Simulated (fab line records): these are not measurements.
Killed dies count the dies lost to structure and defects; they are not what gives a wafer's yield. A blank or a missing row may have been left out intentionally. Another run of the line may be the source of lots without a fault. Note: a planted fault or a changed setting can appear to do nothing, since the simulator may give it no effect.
Chamber matching	flow gf180mcu	GF_V5_CMP_26 on cmp-01: 4 sister chambers
The step polishes, stops on SiO2, t overpolish 15 s, target thk 0 nm. 16 wafers are shown with their chamber, then 8 later ones without.

## EACH WAFER AND ITS CHAMBER
wafer	chamber	motor current A (A)	time to endpoint s (s)	head pressure psi (psi)
L760.2	2	10.7	81.2	3.504
L760.4	3	11.6	85.0	3.510
L760.5	0	12.6	89.2	3.503
L765.1	2	11.3	80.4	3.512
L765.2	3	11.6	83.3	3.492
L765.4	1	11.3	82.8	3.501
L768.1	2	11.1	84.0	3.504
L768.2	0	11.9	87.2	3.485
L768.3	3	11.2	85.0	3.492
L769.1	0	12.3	83.6	3.509
L769.3	1	11.6	84.8	3.498
L769.4	2	11.5	81.0	3.502
L777.3	2	11.2	82.0	3.488
L777.5	1	11.5	84.2	3.513
L777.6	2	11.0	80.0	3.491
L778.1	2	11.3	83.1	3.495

SIGNATURES (averages over the wafers above)
reading	chamber 0	chamber 1	chamber 2	chamber 3	scatter within a chamber
motor current A	12.267	11.467	11.157	11.467	0.258
time to endpoint s	86.667	83.933	81.671	84.433	1.65
head pressure psi	3.49900	3.50400	3.49943	3.49800	0.00949
Rule: for each reading, subtract the chamber's mean from the wafer's reading, divide by that reading's scatter and square the result; add these up over the readings and take the root, which gives the wafer's distance from the chamber. The wafer belongs to the nearest chamber; if the next one is less than 2 further off, it can't be placed. How the scatter is found: for the shown wafers, subtract from each reading the mean of its chamber, square and add these, divide the total by (wafers less chambers), then take the root.

## WAFERS MISSING THEIR CHAMBER
wafer	motor current A (A)	time to endpoint s (s)	head pressure psi (psi)
L778.2	11.7	86.2	3.496
L778.5	10.9	82.8	3.499
L780.1	11.4	81.4	3.509
L780.2	12.0	85.0	3.490
L780.5	10.9	81.5	3.484
L781.1	12.3	86.5	3.495
L781.2	11.6	84.5	3.502
L781.4	11.0	82.2	3.495

## WHICH CHAMBER EACH WENT THROUGH
wafer	from the rows above	in truth
L778.2	can't be placed: 3 or 1 or 0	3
L778.5	can't be placed: 2 or 1 or 3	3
L780.1	can't be placed: 2 or 1 or 3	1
L780.2	can't be placed: 0 or 3 or 1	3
L780.5	can't be placed: 2 or 3 or 1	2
L781.1	0	0
L781.2	can't be placed: 1 or 3 or 2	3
L781.4	can't be placed: 2 or 3 or 1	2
Correct placement for 1 of the 8. Unplaceable from these rows: 7, with the true chamber sitting among the candidates in 7. 0 placed wrongly.
